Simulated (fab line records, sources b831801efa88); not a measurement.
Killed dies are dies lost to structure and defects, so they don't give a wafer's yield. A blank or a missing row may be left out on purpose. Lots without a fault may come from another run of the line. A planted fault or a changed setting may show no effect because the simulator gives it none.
Which tool did it? | flow gf180mcu | 13 lots, 39 wafers sampled, at 4 steps of a route of 602

WHAT THE GAUGES READ, wafer by wafer
GF_SALICIDE_RS_MEAS_04: measures by four-point-probe. Usual: SALICIDE_TIN_RS 16.4 ohm/sq, standard deviation 0.36.
lot  | measured     | on            | SALICIDE_TIN_RS (ohm/sq) | flag
L564 | day 15 16:03 | film_metro-04 | 16.1 16.1 15.9           |
L566 | day 16 05:37 | film_metro-02 | 16.6 16.4 16.2           |
L570 | day 17 10:59 | film_metro-02 | 16.0 16.4 15.9           |
L572 | day 18 02:08 | film_metro-04 | 16.1 16.5 16.1           |
L573 | day 18 11:30 | film_metro-03 | 17.4 16.5 17.2           |
L575 | day 19 05:23 | film_metro-03 | 16.8 16.2 16.1           |
L576 | day 19 15:32 | film_metro-02 | 11.7 11.6 11.7           | OFF
L577 | day 20 02:24 | film_metro-04 | 11.6 11.6 11.4           | OFF
L581 | day 21 10:33 | film_metro-02 | 16.2 16.2 16.8           |
L583 | day 22 04:19 | film_metro-02 | 16.5 17.1 17.2           |
L584 | day 22 11:50 | film_metro-03 | 16.2 16.5 16.4           |
L586 | day 22 19:22 | film_metro-04 | 17.0 16.9 16.7           |
L587 | day 23 05:39 | film_metro-02 | 16.3 16.6 16.5           |

GF_CONTACT_THK_MEAS_03. Usual: CONTACT_CVD_02_THK 859 nm, standard deviation 11.
lot  | measured     | on            | CONTACT_CVD_02_THK (nm) | flag
L564 | day 15 16:41 | film_metro-03 | 868 879 872             |
L566 | day 16 06:16 | film_metro-01 | 836 839 858             |
L570 | day 17 11:36 | film_metro-03 | 866 850 852             |
L572 | day 18 02:46 | film_metro-01 | 853 867 852             |
L573 | day 18 12:18 | film_metro-02 | 850 867 865             |
L575 | day 19 06:02 | film_metro-03 | 857 849 862             |
L576 | day 19 16:13 | film_metro-01 | 847 861 869             |
L577 | day 20 03:05 | film_metro-02 | 844 863 849             |
L581 | day 21 11:10 | film_metro-03 | 859 874 854             |
L583 | day 22 04:58 | film_metro-01 | 860 838 846             |
L584 | day 22 12:28 | film_metro-02 | 857 865 873             |
L586 | day 22 20:05 | film_metro-01 | 853 861 880             |
L587 | day 23 06:20 | film_metro-02 | 851 866 864             |

WHICH TOOL RAN EACH LOT (tool, then ch and the chambers of the sampled wafers, then the start)
lot  | GF_SALICIDE_SPUTTER_02       | GF_SALICIDE_SPUTTER_03
L564 | pvd_sputter-04, day 15 15:59 | pvd_sputter-04, day 15 16:00
L566 | pvd_sputter-03, day 16 05:33 | pvd_sputter-03, day 16 05:35
L570 | pvd_sputter-03, day 17 10:52 | pvd_sputter-03, day 17 10:54
L572 | pvd_sputter-01, day 18 02:02 | pvd_sputter-01, day 18 02:04
L573 | pvd_sputter-03, day 18 11:26 | pvd_sputter-03, day 18 11:28
L575 | pvd_sputter-04, day 19 05:19 | pvd_sputter-04, day 19 05:20
L576 | pvd_sputter-04, day 19 15:29 | pvd_sputter-04, day 19 15:31
L577 | pvd_sputter-04, day 20 02:21 | pvd_sputter-04, day 20 02:23
L581 | pvd_sputter-01, day 21 10:26 | pvd_sputter-01, day 21 10:28
L583 | pvd_sputter-03, day 22 04:16 | pvd_sputter-03, day 22 04:18
L584 | pvd_sputter-01, day 22 11:44 | pvd_sputter-01, day 22 11:46
L586 | pvd_sputter-01, day 22 19:18 | pvd_sputter-01, day 22 19:20
L587 | pvd_sputter-01, day 23 05:35 | pvd_sputter-01, day 23 05:37
- GF_SALICIDE_SPUTTER_02: material Co, target thk 10 nm, time 20 s.
- GF_SALICIDE_SPUTTER_03: material TiN, target thk 20 nm, time 16.7 s.

WHAT THE TOOLS THEMSELVES READ (means of the sampled wafers that have a number; where no wafer has one, the mark that the record gives instead)
GF_SALICIDE_SPUTTER_02. Usual: throttle_valve_pct 29.9 %, standard deviation 0.88.
lot  | tool           | throttle_valve_pct (%) | flag
L564 | pvd_sputter-04 | 28.8                   |
L566 | pvd_sputter-03 | 30.0                   |
L570 | pvd_sputter-03 | 29.4                   |
L572 | pvd_sputter-01 | 30.1                   |
L573 | pvd_sputter-03 | 30.1                   |
L575 | pvd_sputter-04 | 29.0                   |
L576 | pvd_sputter-04 | 29.7                   |
L577 | pvd_sputter-04 | 30.6                   |
L581 | pvd_sputter-01 | 30.5                   |
L583 | pvd_sputter-03 | 30.3                   |
L584 | pvd_sputter-01 | 30.1                   |
L586 | pvd_sputter-01 | 30.3                   |
L587 | pvd_sputter-01 | 30.4                   |

GF_SALICIDE_SPUTTER_03. Usual: throttle_valve_pct 29.9 %, standard deviation 0.88.
lot  | tool           | throttle_valve_pct (%) | flag
L564 | pvd_sputter-04 | 28.7                   |
L566 | pvd_sputter-03 | 30.1                   |
L570 | pvd_sputter-03 | 29.4                   |
L572 | pvd_sputter-01 | 30.1                   |
L573 | pvd_sputter-03 | 30.1                   |
L575 | pvd_sputter-04 | 28.9                   |
L576 | pvd_sputter-04 | 29.6                   |
L577 | pvd_sputter-04 | 30.4                   |
L581 | pvd_sputter-01 | 30.5                   |
L583 | pvd_sputter-03 | 30.4                   |
L584 | pvd_sputter-01 | 30.4                   |
L586 | pvd_sputter-01 | 30.1                   |
L587 | pvd_sputter-01 | 30.6                   |

THE ANSWER, worked out from the rows above alone
Rule: a lot is off if the mean of its wafers that have a number lies more than 3 standard deviations from the usual mean. A lot without any number at a reading at which 4 lots or more have one is off too. The other lots that the step has rows for count as sound. The gauges are gone through in route order, then the tools' own readings, and for those a lot's mean is taken as printed above. The first step at which some lot is off is used, and at that step the reading that is off furthest; a lot without a number counts as furthest.
Off: L576, L577, at GF_SALICIDE_RS_MEAS_04 (SALICIDE_TIN_RS).
A tool fits if, at a process step before that reading, it ran every lot that is off, and no sound lot after the first of them. The gauges at GF_SALICIDE_RS_MEAS_04 are tried like those tools. One fits: pvd_sputter-04 at GF_SALICIDE_SPUTTER_02 and GF_SALICIDE_SPUTTER_03. At GF_SALICIDE_SPUTTER_02 its last sound lot is L575 (day 19 05:19), its first lot that is off L576 (day 19 15:29): a fault that began between those two fits.

WHAT THE SIMULATOR HAD PUT IN
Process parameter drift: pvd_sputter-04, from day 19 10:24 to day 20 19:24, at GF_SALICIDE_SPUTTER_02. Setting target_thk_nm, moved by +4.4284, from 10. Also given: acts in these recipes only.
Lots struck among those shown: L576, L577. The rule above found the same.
